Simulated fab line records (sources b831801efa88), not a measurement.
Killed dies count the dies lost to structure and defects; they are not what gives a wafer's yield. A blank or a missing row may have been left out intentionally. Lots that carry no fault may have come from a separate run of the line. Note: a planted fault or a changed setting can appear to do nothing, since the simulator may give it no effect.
fab line records	flow sky130	part 1 of 2: steps 1 to 26 of 35
[record] lots = 5	wafers = 15	last-day = 50
route steps=708 shown METAL1@457 VIA1@458 METAL2@483
lots that met no fault: taken from a fault-free run of the same line
start-h: hours from the record's opening day to when the first of the lot's shown wafers began	wait-h: hours since the lot's step before	" the same as in the row above	L1.1+2: several wafers, shown together as one row	- no value present, or no start provided	* or withheld: withheld	< > ~ a bound
route shown NAME@n: names a module that has steps shown in the file, with the first one's number in the route	usual: mean/standard deviation taken from wafers without a fault	same: alike in all rows	chamber/n: place in a boat	sites: the reading at each site	_std_site: the values' standard deviation	_edge_site: mean of outer sites minus mean of inner sites	radius-mm: for every site, how far away it sits from the centre of the wafer	mask NAME#n: copy n	behind: the last tool/chamber to shape the wafer	hold: why the lot went on hold/how many hours it stayed there/how the hold came to an end	device: transistor that didn't switch, given as n, p or np	end of line: tests of these same wafers at the route's end	a step without rows: its recipe alone	killed: the dies lost at the first sort to structure and to defects; this is not the yield of the wafer	map: per-die view of a wafer (x killed, . not killed, _ where there is no die)
set.NAME: the setting as run; set.NAME@STEP: as run at that earlier step	model.NAME: the simulator's own value behind a step, which no gauge read
certain route steps with their lots: each step a table, each wafer a row
services: from which hour (start-h, from the record's first day; less than 0 if before it) a tool's chamber was out of use, for how many hours, and why
[[steps]]
[step SKY_METAL1_CLEAN_23]
[recipe] chemistry = O3/DIW	dry = n2-spin
lot.wafer	tool	chamber	start-h	wait-h
L075.1+4+5	wet-bench-03	2	784.36	0.0
L078.1+4+6	wet-bench-01	0	805.79	0.0
L087.1+5+6	wet-bench-02	1	874.53	0.0
L092.3+4+5	wet-bench-03	1	905.04	0.0
L095.2+5+6	wet-bench-02	1	922.32	0.0
[step SKY_VIA1_HDPCVD_00]
[recipe] material = SiO2	target-thk-nm = 1030	sigma-open-frac = 0.3	time-s = 171.7	temp-c = 400	sih4-flow-sccm = 60	pressure-mtorr = 6
lot.wafer	tool	chamber	start-h	wait-h
L075.1+4+5	hdpcvd-02	1,0,1	784.55	0.0
L078.1+4+6	hdpcvd-02	1,2,1	805.89	0.0
L087.1+5+6	hdpcvd-02	1,1,2	874.62	0.0
L092.3+4+5	hdpcvd-01	2,2,0	905.14	0.0
L095.2+5+6	hdpcvd-01	2,2,0	922.42	0.0
[step SKY_VIA1_THK_MEAS_01]
[recipe] reads = SiO2_of_VIA1_HDPCVD_00
[usual] VIA1_HDPCVD_THK = 1037/11
lot.wafer	tool	chamber	start-h	wait-h	VIA1_HDPCVD_THK[nm]
L075.1	film-metro-01	-	784.66	0.1	1027
L075.4	"	-	"	"	1041
L075.5	"	-	"	"	1020
L078.1	film-metro-04	-	806.05	0.1	1026
L078.4	"	-	"	"	1030
L078.6	"	-	"	"	1011
L087.1	film-metro-01	-	874.73	0.1	1028
L087.5	"	-	"	"	1040
L087.6	"	-	"	"	1042
L092.3	film-metro-01	-	905.27	0.1	1049
L092.4	"	-	"	"	1040
L092.5	"	-	"	"	1043
L095.2	film-metro-03	-	922.54	0.1	1045
L095.5	"	-	"	"	1045
L095.6	"	-	"	"	1046
[step SKY_VIA1_CMP_02]
[recipe] material = SiO2	down-force-psi = 4	platen-rpm = 60	pad-velocity-m-s = 0.94248
[usual] motor-current-A = 12.6/1.4
lot.wafer	tool	chamber	start-h	wait-h	motor-current-A
L075.4	cmp-02	3	784.72	0.0	10.4
L075.1	"	1	"	"	11.8
L075.5	"	3	"	"	10.6
L078.4	cmp-01	3	806.11	0.0	12.2
L078.1	"	2	"	"	14.9
L078.6	"	3	"	"	11.3
L087.1	cmp-02	3	874.94	0.2	9.8
L087.5	"	0	"	"	13.1
L087.6	"	1	"	"	12.1
L092.4	cmp-01	3	905.41	0.1	11.8
L092.3	"	0	"	"	14.9
L092.5	"	1	"	"	12.2
L095.2	cmp-01	3	922.69	0.1	11.1
L095.5	"	1	"	"	11.8
L095.6	"	2	"	"	14.6
[step SKY_VIA1_BOW_MEAS_03]
[recipe] mode = bow
[usual] VIA1_BOW = 80/7.5
lot.wafer	tool	chamber	start-h	wait-h	VIA1_BOW[um]
L075.1	film-metro-03	-	785.02	0.1	95
L075.4	"	-	"	"	81
L075.5	"	-	"	"	91
L078.1	film-metro-03	-	806.41	0.1	93
L078.4	"	-	"	"	80
L078.6	"	-	"	"	89
L087.1	film-metro-01	-	875.09	0.1	90
L087.5	"	-	"	"	82
L087.6	"	-	"	"	93
L092.3	film-metro-04	-	905.65	0.1	86
L092.4	"	-	"	"	80
L092.5	"	-	"	"	87
L095.2	film-metro-03	-	922.91	0.2	85
L095.5	"	-	"	"	91
L095.6	"	-	"	"	81
[step SKY_VIA1_DEHYDRATE_04]
[recipe] temp-c = 200	time-s = 60
[usual] chill-plate-temp-C = 23.00/0.11	exhaust-pa = 44.9/0.79
lot.wafer	tool	chamber	start-h	wait-h	chill-plate-temp-C	exhaust-pa
L075.1	litho-track-03	0	798.57	13.5	23.09	45.1
L075.4	"	0	"	"	23.03	45.3
L075.5	"	0	"	"	22.96	45.7
L078.1	litho-track-03	0	819.27	12.8	22.97	45.4
L078.4	"	0	"	"	22.88	44.6
L078.6	"	0	"	"	22.79	46.1
L087.1	litho-track-04	0	887.38	12.3	22.89	44.0
L087.5	"	0	"	"	22.87	44.9
L087.6	"	0	"	"	22.89	45.9
L092.3	litho-track-04	0	917.18	11.5	23.15	45.0
L092.4	"	0	"	"	23.01	47.0
L092.5	"	0	"	"	23.07	45.2
L095.2	litho-track-04	0	935.50	12.6	23.05	45.6
L095.5	"	0	"	"	22.94	44.7
L095.6	"	0	"	"	22.90	43.9
[step SKY_VIA1_HMDS_05]
[recipe] prime-time-s = 60	prime-temp-c = 120
[usual] chill-plate-temp-C = 22.99/0.11	exhaust-pa = 45.1/1.1
lot.wafer	tool	chamber	start-h	wait-h	chill-plate-temp-C	exhaust-pa
L075.1	litho-track-03	0	798.72	0.1	23.19	45.8
L075.4	"	0	"	"	23.12	46.3
L075.5	"	0	"	"	23.09	45.3
L078.1	litho-track-03	0	819.42	0.1	22.81	45.6
L078.4	"	0	"	"	22.99	44.3
L078.6	"	0	"	"	22.95	45.7
L087.1	litho-track-04	0	887.53	0.1	22.86	45.7
L087.5	"	0	"	"	22.88	44.5
L087.6	"	0	"	"	22.91	45.0
L092.3	litho-track-04	0	917.33	0.1	23.03	46.4
L092.4	"	0	"	"	23.05	45.4
L092.5	"	0	"	"	23.01	46.5
L095.2	litho-track-04	0	935.65	0.1	23.12	42.4
L095.5	"	0	"	"	23.13	42.7
L095.6	"	0	"	"	23.07	43.4
[step SKY_VIA1_COAT_06]
[recipe] resist = BARC	temp-c = withheld	time-s = withheld	spin-rpm = 3000	resist-thk-nm = 60
[usual] chill-plate-temp-C = *	exhaust-pa = 45.1/0.95
lot.wafer	tool	chamber	start-h	wait-h	chill-plate-temp-C	exhaust-pa
L075.1	litho-track-03	0	798.87	0.1	*	44.3
L075.4	"	0	"	"	*	43.8
L075.5	"	0	"	"	*	44.4
L078.1	litho-track-03	0	819.57	0.1	*	44.8
L078.4	"	0	"	"	*	45.8
L078.6	"	0	"	"	*	45.3
L087.1	litho-track-04	0	887.68	0.1	*	46.8
L087.5	"	0	"	"	*	45.4
L087.6	"	0	"	"	*	44.7
L092.3	litho-track-04	0	917.48	0.1	*	45.0
L092.4	"	0	"	"	*	45.4
L092.5	"	0	"	"	*	46.5
L095.2	litho-track-04	0	935.80	0.1	*	46.0
L095.5	"	0	"	"	*	44.1
L095.6	"	0	"	"	*	44.5
[step SKY_VIA1_COAT_07]
[recipe] resist = KrF-thick	spin-rpm = 3000	resist-thk-nm = 450
[usual] chill-plate-temp-C = 22.99/0.11	exhaust-pa = 44.9/0.89
lot.wafer	tool	chamber	start-h	wait-h	chill-plate-temp-C	exhaust-pa
L075.1	litho-track-03	0	-	-	22.88	46.2
L075.4	"	0	"	"	22.86	44.5
L075.5	"	0	"	"	22.87	45.1
L078.1	litho-track-03	0	-	-	22.94	44.4
L078.4	"	0	"	"	23.06	44.8
L078.6	"	0	"	"	22.97	46.2
L087.1	litho-track-04	0	-	-	22.87	45.4
L087.5	"	0	"	"	22.84	45.1
L087.6	"	0	"	"	22.94	44.7
L092.3	litho-track-04	0	-	-	22.82	44.8
L092.4	"	0	"	"	22.96	44.7
L092.5	"	0	"	"	22.83	43.0
L095.2	litho-track-04	0	-	-	22.93	45.3
L095.5	"	0	"	"	22.91	46.1
L095.6	"	0	"	"	23.02	43.7
[step SKY_VIA1_SOFTBAKE_08]
[recipe] temp-c = 100	time-s = 90	resist = KrF-thick
[usual] chill-plate-temp-C = 23.00/0.1	exhaust-pa = 45.1/0.95
lot.wafer	tool	chamber	start-h	wait-h	chill-plate-temp-C	exhaust-pa
L075.1	litho-track-03	0	-	-	23.01	45.9
L075.4	"	0	"	"	23.12	47.4
L075.5	"	0	"	"	23.15	46.0
L078.1	litho-track-03	0	-	-	22.92	46.1
L078.4	"	0	"	"	23.06	45.9
L078.6	"	0	"	"	22.81	45.9
L087.1	litho-track-04	0	-	-	23.07	46.2
L087.5	"	0	"	"	23.05	45.8
L087.6	"	0	"	"	23.09	44.7
L092.3	litho-track-04	0	-	-	22.83	45.8
L092.4	"	0	"	"	22.83	45.4
L092.5	"	0	"	"	22.85	44.1
L095.2	litho-track-04	0	-	-	22.93	44.6
L095.5	"	0	"	"	23.00	45.8
L095.6	"	0	"	"	23.11	45.2
[step SKY_VIA1_EXPOSE_09]
[recipe] mask-id = VIM	na = 0.8	source-shape = annular	sigma-inner = 0.55	sigma-outer = 0.85	target-cd-nm = 150	dose-mj = 38
lot.wafer	tool	chamber	start-h	wait-h	mask
L075.1+4+5	krf-scanner-02	0	-	-	VIM#0
L078.1+4+6	krf-scanner-01	0	-	-	VIM#0
L087.1+5+6	krf-scanner-01	0	-	-	VIM#0
L092.3+4+5	krf-scanner-01	0	-	-	VIM#0
L095.2+5+6	krf-scanner-02	0	-	-	VIM#0
[step SKY_VIA1_PEB_10]
[recipe] peb-temp-c = withheld	peb-time-s = withheld	resist = KrF-thick
[usual] chill-plate-temp-C = *	exhaust-pa = 45.1/0.96
lot.wafer	tool	chamber	start-h	wait-h	chill-plate-temp-C	exhaust-pa
L075.1	litho-track-03	0	-	-	*	44.7
L075.4	"	0	"	"	*	45.6
L075.5	"	0	"	"	*	44.6
L078.1	litho-track-01	0	-	-	*	45.0
L078.4	"	0	"	"	*	44.8
L078.6	"	0	"	"	*	45.5
L087.1	litho-track-04	0	-	-	*	44.3
L087.5	"	0	"	"	*	44.7
L087.6	"	0	"	"	*	44.8
L092.3	litho-track-04	0	-	-	*	47.3
L092.4	"	0	"	"	*	45.2
L092.5	"	0	"	"	*	46.5
L095.2	litho-track-04	0	-	-	*	44.4
L095.5	"	0	"	"	*	46.4
L095.6	"	0	"	"	*	46.5
[step SKY_VIA1_DEVELOP_11]
[recipe] develop-time-s = 60	resist = KrF-thick	dev-temp-c = 21
[usual] chill-plate-temp-C = 23.02/0.12	exhaust-pa = 45.0/0.74
lot.wafer	tool	chamber	start-h	wait-h	chill-plate-temp-C	exhaust-pa
L075.1	litho-track-03	0	-	-	22.98	44.1
L075.4	"	0	"	"	22.90	46.6
L075.5	"	0	"	"	23.04	45.0
L078.1	litho-track-01	0	-	-	22.89	44.1
L078.4	"	0	"	"	22.90	44.5
L078.6	"	0	"	"	22.99	45.0
L087.1	litho-track-04	0	-	-	23.23	44.5
L087.5	"	0	"	"	22.96	45.2
L087.6	"	0	"	"	23.03	45.5
L092.3	litho-track-04	0	-	-	23.00	44.2
L092.4	"	0	"	"	23.06	45.1
L092.5	"	0	"	"	23.13	43.7
L095.2	litho-track-04	0	-	-	22.87	44.4
L095.5	"	0	"	"	22.87	43.8
L095.6	"	0	"	"	23.02	44.4
[step SKY_VIA1_CD_MEAS_12]
[recipe] target-cd-nm = 150
[usual] cd-nm = 150.2/1.5
lot.wafer	tool	chamber	start-h	wait-h	cd-nm
L075.1	cd-sem-02	-	812.17	-	150.1
L075.4	"	-	"	"	151.4
L075.5	"	-	"	"	151.8
L078.1	cd-sem-02	-	833.59	-	150.4
L078.4	"	-	"	"	148.4
L078.6	"	-	"	"	149.2
L087.1	cd-sem-02	-	902.27	-	147.6
L087.5	"	-	"	"	147.2
L087.6	"	-	"	"	147.4
L092.3	cd-sem-02	-	930.42	-	151.5
L092.4	"	-	"	"	151.7
L092.5	"	-	"	"	150.0
L095.2	cd-sem-01	-	947.95	-	149.8
L095.5	"	-	"	"	151.7
L095.6	"	-	"	"	150.9
[step SKY_VIA1_OVL_MEAS_13]
[usual] VIA1_OVL = 6/4.5
lot.wafer	tool	chamber	start-h	wait-h	VIA1_OVL[nm]
L075.1	overlay-02	-	812.29	0.1	0
L075.4	"	-	"	"	0
L075.5	"	-	"	"	7
L078.1	overlay-01	-	833.71	0.1	0
L078.4	"	-	"	"	-4
L078.6	"	-	"	"	0
L087.1	overlay-01	-	902.39	0.1	3
L087.5	"	-	"	"	3
L087.6	"	-	"	"	11
L092.3	overlay-02	-	930.51	0.1	6
L092.4	"	-	"	"	10
L092.5	"	-	"	"	6
L095.2	overlay-01	-	948.05	0.1	16
L095.5	"	-	"	"	13
L095.6	"	-	"	"	10
[step SKY_VIA1_ETCH_14]
[recipe] chemistry = N2/H2	target = BARC	ion-energy-ev = 200	source-w = 500	bias-w = 100	pressure-mtorr = 30	n2-flow-sccm = 100	h2-flow-sccm = 200	stop-on = SiO2	time-s = 45.9	target-depth-a = 600
[usual] drypump-motor-current-A = 5.5/0.48	n2-flow-sccm = 99.97/0.29	oes-product-au = 0.855/0.0051	throttle-valve-pct = 13.224/0.0086
lot.wafer	tool	chamber	start-h	wait-h	drypump-motor-current-A	n2-flow-sccm	oes-product-au	rf-hours-counter-h	throttle-valve-pct
L075.1	rie-diel-03	0	812.33	0.0	5.8	99.99	0.850	20	13.216
L075.4	"	2	"	"	5.4	100.54	0.855	-	13.219
L075.5	"	1	"	"	5.4	100.04	0.854	-	13.221
L078.1	rie-diel-04	3	833.74	0.0	4.7	99.71	0.850	7	13.231
L078.4	"	2	"	"	5.5	99.67	0.855	1	13.212
L078.6	"	3	"	"	4.8	99.33	0.858	-	13.222
L087.1	rie-diel-01	3	902.43	0.0	6.0	99.82	0.855	18	13.216
L087.5	"	2	"	"	5.3	99.76	0.858	-	13.226
L087.6	"	3	"	"	6.1	99.64	0.852	-	13.238
L092.3	rie-diel-01	0	930.53	0.0	5.1	100.05	0.858	10	13.228
L092.4	"	1	"	"	6.4	99.96	0.856	20	13.220
L092.5	"	1	"	"	6.5	99.92	0.854	-	13.210
L095.2	rie-diel-01	1	948.08	0.0	6.4	99.93	0.854	21	13.226
L095.5	"	3	"	"	6.1	99.99	0.841	-	13.218
L095.6	"	1	"	"	6.4	99.50	0.858	-	13.225
[step SKY_VIA1_ETCH_15]
[recipe] target = SiO2	chemistry = C4F8/O2/Ar	target-depth-nm = 351	stop-on = TiN	mask-material = KrF-thick	source-w = 1500	bias-w = 1200	pressure-mtorr = 40	c4f8-flow-sccm = withheld	O2_flow_sccm = 6	Ar_flow_sccm = 300	time-s = 54
[usual] oes-product-au = 0.980/0.0065
lot.wafer	tool	chamber	start-h	wait-h	oes-product-au	rf-hours-counter-h
L075.1	rie-diel-03	0	812.37	0.0	0.978	20
L075.4	"	2	"	"	0.980	-
L075.5	"	1	"	"	0.986	-
L078.1	rie-diel-04	3	833.79	0.0	0.987	7
L078.4	"	2	"	"	0.985	1
L078.6	"	3	"	"	0.984	-
L087.1	rie-diel-01	3	902.47	0.0	0.963	19
L087.5	"	2	"	"	0.982	-
L087.6	"	3	"	"	0.969	-
L092.3	rie-diel-01	0	930.57	0.0	0.971	10
L092.4	"	1	"	"	0.985	20
L092.5	"	1	"	"	0.982	-
L095.2	rie-diel-01	1	948.12	0.0	0.984	21
L095.5	"	3	"	"	0.971	-
L095.6	"	1	"	"	0.974	-
[step SKY_VIA1_STRIP_16]
[recipe] chemistry = O2/N2	power-w = 1400	pressure-mtorr = 1500	platen-temp-c = withheld	o2-flow-sccm = 3000	n2-flow-sccm = 300	overash-fraction = 0.5
[usual] drypump-motor-current-A = 5.9/0.52	n2-flow-sccm = 300.0/0.96	oes-product-au = 0.416/0.0046	strip-time-to-endpoint-s = 4.462/0.027
lot.wafer	tool	chamber	start-h	wait-h	drypump-motor-current-A	n2-flow-sccm	oes-product-au	rf-hours-counter-h	strip-time-to-endpoint-s
L075.1	plasma-asher-02	0	812.42	0.0	5.0	301.9	0.418	98	4.465
L075.4	"	0	"	"	4.9	301.9	0.412	-	4.464
L075.5	"	1	"	"	6.1	300.0	0.409	-	4.439
L078.1	plasma-asher-03	1	833.83	0.0	6.2	300.3	0.415	41	4.434
L078.4	"	1	"	"	6.2	299.3	0.427	-	4.484
L078.6	"	1	"	"	6.2	300.0	0.413	-	4.443
L087.1	plasma-asher-02	0	902.52	0.0	5.0	300.1	0.415	107	4.492
L087.5	"	1	"	"	6.0	299.9	0.418	-	4.403
L087.6	"	0	"	"	5.0	301.3	0.419	-	4.486
L092.3	plasma-asher-04	1	930.65	0.1	5.8	299.7	0.424	-	4.501
L092.4	"	0	"	"	6.6	301.7	0.419	-	4.483
L092.5	"	0	"	"	6.6	301.3	0.418	-	4.460
L095.2	plasma-asher-02	0	948.17	0.0	5.0	299.6	0.418	112	4.475
L095.5	"	1	"	"	6.1	298.6	0.415	-	4.534
L095.6	"	0	"	"	5.0	300.4	0.420	-	4.501
[step SKY_VIA1_STRIP_17]
[recipe] chemistry = post-etch-residue-remover	time-s = 1200	temp-c = 72.5
lot.wafer	tool	chamber	start-h	wait-h
L075.1+4+5	wet-bench-02	3	812.52	0.1
L078.1+4+6	wet-bench-01	0	833.93	0.1
L087.1+5+6	wet-bench-04	2	902.62	0.1
L092.3+4+5	wet-bench-02	2	930.72	0.0
L095.2+5+6	wet-bench-04	0	948.27	0.1
[step SKY_VIA1_CLEAN_18]
[recipe] chemistry = IPA	time-s = 180	temp-c = 25
lot.wafer	tool	chamber	start-h	wait-h
L075.1+4+5	wet-bench-01	3	812.86	0.0
L078.1+4+6	wet-bench-04	2	834.31	0.0
L087.1+5+6	wet-bench-01	3	902.96	0.0
L092.3+4+5	wet-bench-01	2	931.09	0.0
L095.2+5+6	wet-bench-01	1	948.61	0.0
[step SKY_VIA1_CLEAN_19]
[recipe] chemistry = O3/DIW	dry = n2-spin
lot.wafer	tool	chamber	start-h	wait-h
L075.1+4+5	wet-bench-04	2	812.92	0.0
L078.1+4+6	wet-bench-02	2	834.36	0.0
L087.1+5+6	wet-bench-01	1	903.02	0.0
L092.3+4+5	wet-bench-04	3	931.15	0.0
L095.2+5+6	wet-bench-04	0	948.67	0.0
[step SKY_VIA1_SPUTTER_20]
[recipe] material = TiN	target-thk-nm = 20	chamber-pressure-pa = 5	power-w = 4000	time-s = 80
[usual] throttle-valve-pct = 29.6/0.68
lot.wafer	tool	chamber	start-h	wait-h	throttle-valve-pct
L075.1	pvd-sputter-03	-	813.01	0.0	29.0
L075.4	"	-	"	"	29.2
L075.5	"	-	"	"	29.1
L078.1	pvd-sputter-03	-	834.46	0.0	29.2
L078.4	"	-	"	"	29.2
L078.6	"	-	"	"	29.8
L087.1	pvd-sputter-03	-	903.11	0.0	29.3
L087.5	"	-	"	"	29.3
L087.6	"	-	"	"	29.0
L092.3	pvd-sputter-03	-	931.25	0.0	29.2
L092.4	"	-	"	"	29.9
L092.5	"	-	"	"	28.8
L095.2	pvd-sputter-03	-	948.76	0.0	29.8
L095.5	"	-	"	"	29.0
L095.6	"	-	"	"	29.9
[step SKY_VIA1_CVD_21]
[recipe] material = W	target-thk-nm = 270	time-s = 80.902	temp-c = 400	pressure-torr = 40
[usual] heater-power-w = 920/20
lot.wafer	tool	chamber	start-h	wait-h	heater-power-w
L075.1	cvd-w-02	0	813.07	0.0	915
L075.4	"	1	"	"	931
L075.5	"	0	"	"	912
L078.1	cvd-w-02	0	834.52	0.0	935
L078.4	"	0	"	"	902
L078.6	"	1	"	"	946
L087.1	cvd-w-01	0	903.17	0.0	940
L087.5	"	0	"	"	923
L087.6	"	1	"	"	892
L092.3	cvd-w-01	0	931.34	0.1	892
L092.4	"	1	"	"	906
L092.5	"	0	"	"	895
L095.2	cvd-w-01	1	948.82	0.0	900
L095.5	"	1	"	"	905
L095.6	"	0	"	"	910
[step SKY_VIA1_RS_MEAS_22]
[recipe] thk-meas-gauge = four-point-probe	reads = W_of_VIA1_CVD_21+TiN_of_VIA1_SPUTTER_20
[usual] VIA1_W_RS = 0.426/0.0047
lot.wafer	tool	chamber	start-h	wait-h	VIA1_W_RS[ohm/sq]
L075.1	film-metro-01	-	813.16	0.1	0.428
L075.4	"	-	"	"	0.428
L075.5	"	-	"	"	0.423
L078.1	film-metro-04	-	834.61	0.1	0.426
L078.4	"	-	"	"	0.422
L078.6	"	-	"	"	0.430
L087.1	film-metro-03	-	903.27	0.1	0.426
L087.5	"	-	"	"	0.428
L087.6	"	-	"	"	0.425
L092.3	film-metro-03	-	931.44	0.1	0.430
L092.4	"	-	"	"	0.427
L092.5	"	-	"	"	0.420
L095.2	film-metro-03	-	948.99	0.1	0.431
L095.5	"	-	"	"	0.430
L095.6	"	-	"	"	0.430
[step SKY_VIA1_THK_MEAS_23]
[recipe] thk-meas-gauge = xrf	reads = W_of_VIA1_CVD_21
[usual] VIA1_W_THK = 273/3.5
lot.wafer	tool	chamber	start-h	wait-h	VIA1_W_THK[nm]
L075.1	film-metro-01	-	813.28	0.1	274
L075.4	"	-	"	"	274
L075.5	"	-	"	"	277
L078.1	film-metro-04	-	834.73	0.1	274
L078.4	"	-	"	"	277
L078.6	"	-	"	"	271
L087.1	film-metro-03	-	903.39	0.1	272
L087.5	"	-	"	"	272
L087.6	"	-	"	"	274
L092.3	film-metro-03	-	931.54	0.1	273
L092.4	"	-	"	"	273
L092.5	"	-	"	"	278
L095.2	film-metro-03	-	949.10	0.1	272
L095.5	"	-	"	"	271
L095.6	"	-	"	"	271
[step SKY_VIA1_CMP_24]
[recipe] stop-on = SiO2	t-overpolish-s = 15	down-force-psi = 3.5	platen-rpm = 60	target-thk-nm = 0	pad-velocity-m-s = 0.94248
[usual] motor-current-A = 11.2/1.3	overpolish-run-s = 14.998/0.0097	time-to-endpoint-s = 64/4
[same] t-overpolish-s = 15
lot.wafer	tool	chamber	start-h	wait-h	motor-current-A	overpolish-run-s	time-to-endpoint-s
L075.4	cmp-01	3	813.39	0.1	10.6	15.002	65
L075.1	"	0	"	"	12.8	14.987	61
L075.5	"	3	"	"	10.8	15.001	67
L078.4	cmp-02	2	834.79	0.0	10.3	14.976	63
L078.1	"	0	"	"	12.4	15.002	67
L078.6	"	2	"	"	9.9	15.000	63
L087.1	cmp-01	0	903.55	0.1	12.8	15.000	57
L087.5	"	2	"	"	13.1	15.000	59
L087.6	"	3	"	"	10.9	14.996	66
L092.4	cmp-01	0	931.63	0.1	13.5	14.999	63
L092.3	"	2	"	"	13.3	14.995	58
L092.5	"	0	"	"	12.9	15.012	62
L095.2	cmp-02	0	949.30	0.2	11.8	14.999	69
L095.6	"	1	"	"	11.3	15.009	74
L095.5	"	2	"	"	9.6	15.000	63
